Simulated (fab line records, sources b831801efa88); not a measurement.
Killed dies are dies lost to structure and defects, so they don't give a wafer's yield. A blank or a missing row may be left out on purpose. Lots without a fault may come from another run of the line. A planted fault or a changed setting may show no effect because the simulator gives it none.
Problem report in the 8D (eight disciplines) form, filled by code | flow gf180mcu | the parts of the form that need people (team, actions taken, sign-off) are left out

1. THE PROBLEM
V2_CVD_02_THK at GF_V2_THK_MEAS_03 reads a mean of 750 nm on 1 wafer of 1 lot; wafers without a fault read 851 nm with a standard deviation of 11. That is -9.2 standard deviations from the usual mean.
First seen on wafer L762.6, day 24 18:35, on film_metro-01. The record holds 36 wafers of 12 lots with a number at this step. Rule for "out", or "out of limits": more than 4 standard deviations from the usual mean. The other wafers with a number count as sound.

2. WHAT IT IS AND WHAT IT IS NOT
question                    | is                | is not
which readings at this step | V2_CVD_02_THK     | -
which lots                  | L762              | L747, L749, L750, L751, L752, L753, L754, L757, L758, L759, L767
which wafers of those lots  | L762.6            | L762.2, L762.4
read on which gauges        | film_metro-01     | film_metro-02, film_metro-04
when                        | from day 24 18:35 | up to then (32 sound wafers); but 3 sound wafers of L767 came after

3. SUSPECTS, AND WHAT RULES EACH OUT
Counting: a tool at a process step up to the reading stays a suspect if it ran every lot that is out. Sound lots after the first of them don't rule it out here, since some wafers of a struck lot are sound.
- the gauge at GF_V2_THK_MEAS_03: ruled out. All the wafers that are out were read on film_metro-01, but those of them that GF_V2_CMP_04 has rows for are out there too, on other tools.
- cmp-02 at GF_V1_CMP_26 (polishes, stops on SiO2, t overpolish 15 s, target thk 0 nm): kept. It ran the lot that is out, L762 (day 23 19:01); its last sound lot up to then is L757 (day 22 00:01).
- pvd_sputter-01 at GF_M2_SPUTTER_00 (material Ti, target thk 37.5 nm, time 150 s): kept. It ran the lot that is out, L762 (day 23 19:16).
- pecvd-02 at GF_V2_CVD_02 (deposits SiO2 from TEOS, target thk 850 nm, time 94.851 s): kept. It ran the lot that is out, L762 (day 24 18:31); its last sound lot up to then is L759 (day 23 18:53).
- Within cmp-02 at GF_V1_CMP_26: the wafers that are out ran in chamber 1; their sound lot-mates ran in chambers 2, 3.
- Within pecvd-02 at GF_V2_CVD_02: the wafers that are out ran in chamber 0; their sound lot-mates ran in chambers 1, 2.
Left after counting: cmp-02 at GF_V1_CMP_26, pvd_sputter-01 at GF_M2_SPUTTER_00, pecvd-02 at GF_V2_CVD_02.

4. THE CAUSE (what the simulator had put in)
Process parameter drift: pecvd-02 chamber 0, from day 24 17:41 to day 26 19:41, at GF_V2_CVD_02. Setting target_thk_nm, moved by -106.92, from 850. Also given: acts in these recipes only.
Counting left 3 suspects, and this tool is among them.

5. THE CHAIN OF EFFECTS, in route order
Each row: a reading whose mean over the struck wafers that have a number lies more than 3 standard deviations from the usual. Only readings for which the record gives a usual standard deviation are gone through. hours: the time from each lot's start at the first step in this table that gives one to its start at this step, as a median over the lots. sigmas: the change in usual standard deviations.
hours | step              | reading            | usual  | on struck wafers | change | sigmas
0     | GF_V2_THK_MEAS_03 | V2_CVD_02_THK      | 851 nm | 750              | -101   | -9.2
0     | GF_V2_CMP_04      | time_to_endpoint_s | 80 s   | 41               | -39    | -8.1
The process steps in it:
- GF_V2_CMP_04: polishes SiO2.

6. WHAT WOULD HAVE CAUGHT IT SOONER
In this record the first reading out of limits at a measuring or inspecting step was taken at day 24 18:35, 1 hour after the fault began at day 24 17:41.
Of the tool readings at GF_V2_CVD_02 for which the record gives a usual standard deviation, none was out on any struck wafer, so an alarm limit of 4 standard deviations on them would not have fired.
All the lots that are out (1) had begun GF_V2_CVD_02 on pecvd-02 by day 24 18:35. A hold on the tool at that time would have spared none of them.
